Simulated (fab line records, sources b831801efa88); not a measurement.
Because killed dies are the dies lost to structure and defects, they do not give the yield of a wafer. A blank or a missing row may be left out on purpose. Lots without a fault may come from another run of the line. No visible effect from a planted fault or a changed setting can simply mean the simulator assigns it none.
2 desks, one fault / flow sky130 / what lay behind the numbers comes last; until then each desk has only its own

THE METROLOGY DESK
What the gauges read for every lot (on any tool): the sampled wafers with a number, averaged. The brackets show how far a lot's mean lies from the usual mean; more than 4 standard deviations puts the lot out of limits, marked OUT.
Columns: A = CAPM_OVL at SKY_CAPM_OVL_MEAS_12, usual -0.3 nm; B = cd nm at SKY_METAL3_CD_MEAS_13, usual 299.8 nm; C = METAL3_OVL at SKY_METAL3_OVL_MEAS_14, usual -1 nm
lot=L820; first seen here=day 37 22:42; A=-1.3; B=297.5; C=1
lot=L833; first seen here=day 42 13:42; A=0.6; B=299.6; C=6
lot=L835; first seen here=day 43 00:27; A=-1.3; B=299.4; C=5
lot=L836; first seen here=day 43 01:51; A=-0.3; B=298.2; C=-6
lot=L840; first seen here=day 44 00:21; A=-3.1; B=302.0; C=3
lot=L841; first seen here=day 44 06:06; A=0.2; B=299.3; C=-1
This desk's finding: nothing out of limits on any of the 6 lots.

THE TOOL OWNER'S DESK: litho track-03
The tool's own readings at SKY_METAL3_COAT_07 (resist thk 60 nm): means of the sampled wafers that have a number, for each lot that ran on this tool. The brackets show how far a lot's mean lies from the usual mean; more than 4 standard deviations puts the lot out of limits, marked OUT.
Columns: A = spin speed rpm at SKY_METAL3_COAT_07, usual 2999.8 rpm
lot=L833; first seen here=day 43 01:54; A=2997.2
lot=L835; first seen here=day 43 12:09; A=2825.8 (-79) OUT
lot=L836; first seen here=day 43 13:47; A=2828.3 (-78) OUT
Finding of this desk: L835, L836 out of limits; the first was L835 at day 43 12:09, on spin speed rpm at SKY_METAL3_COAT_07. L833 stayed within limits.

PUT TOGETHER
The tool owner's desk could have raised an alarm at day 43 12:09, on L835, L836.
From the metrology desk's view, nothing was out of limits.
The metrology desk has L835, L836 on record, within its limits.
All the named lots went through SKY_METAL3_COAT_07 on litho track-03.

WHAT THE SIMULATOR PUT IN
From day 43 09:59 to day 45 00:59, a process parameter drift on litho track-03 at SKY_METAL3_COAT_07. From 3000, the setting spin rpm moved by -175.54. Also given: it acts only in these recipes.
Lots struck among those shown: L835, L836.
Each desk's first reading out of limits, in hours after the fault started: the tool owner's desk, 2.
